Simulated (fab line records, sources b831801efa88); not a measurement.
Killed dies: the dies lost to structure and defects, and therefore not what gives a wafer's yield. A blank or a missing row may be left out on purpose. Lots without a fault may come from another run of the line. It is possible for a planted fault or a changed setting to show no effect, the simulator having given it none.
Chamber matching	flow gf180mcu	GF_V4_CMP_04 on cmp-01 has 4 sister chambers
The step polishes SiO2. 7 wafers are shown with their chamber, then 6 later ones without.

WAFERS WITH THEIR CHAMBER
wafer	chamber	motor-current-A (A)	time-to-endpoint-s (s)
L968.2	0	12.8	73
L971.5	3	12.1	86
L976.3	1	10.4	93
L976.4	2	10.7	84
L976.5	1	10.1	90
L979.1	2	11.8	76
L979.5	3	11.8	84

WAFERS WITHOUT THEIR CHAMBER
wafer	motor-current-A (A)	time-to-endpoint-s (s)
L986.1	11.4	75
L986.4	12.2	90
L986.6	11.8	80
L987.2	12.4	73
L987.3	10.4	76
L987.6	10.5	87

THE CHAMBER EACH PASSED THROUGH
wafer	from the rows above	in truth
L986.1	can't be placed: 2 or 0 or 3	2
L986.4	can't be placed: 3 or 2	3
L986.6	can't be placed: 2 or 3 or 0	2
L987.2	0	0
L987.3	can't be placed: 2 or 3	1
L987.6	can't be placed: 1 or 2 or 3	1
Correct placement for 1 of the 6. From these rows, 5 cannot be placed; in 4 the true chamber is one of the candidates. Placed wrongly: 0.
How it was worked out, from the rows above alone: a wafer's distance from a chamber is the root of the sum, over the readings, of the square of ((its reading less the chamber's mean) divided by the reading's scatter). The wafer belongs to the nearest chamber; if the next one is less than 2 further off, it can't be placed. Each chamber's mean is taken over the wafers shown for it. How the scatter is found: for the shown wafers, subtract from each reading the mean of its chamber, square and add these, divide the total by (wafers less chambers), then take the root.
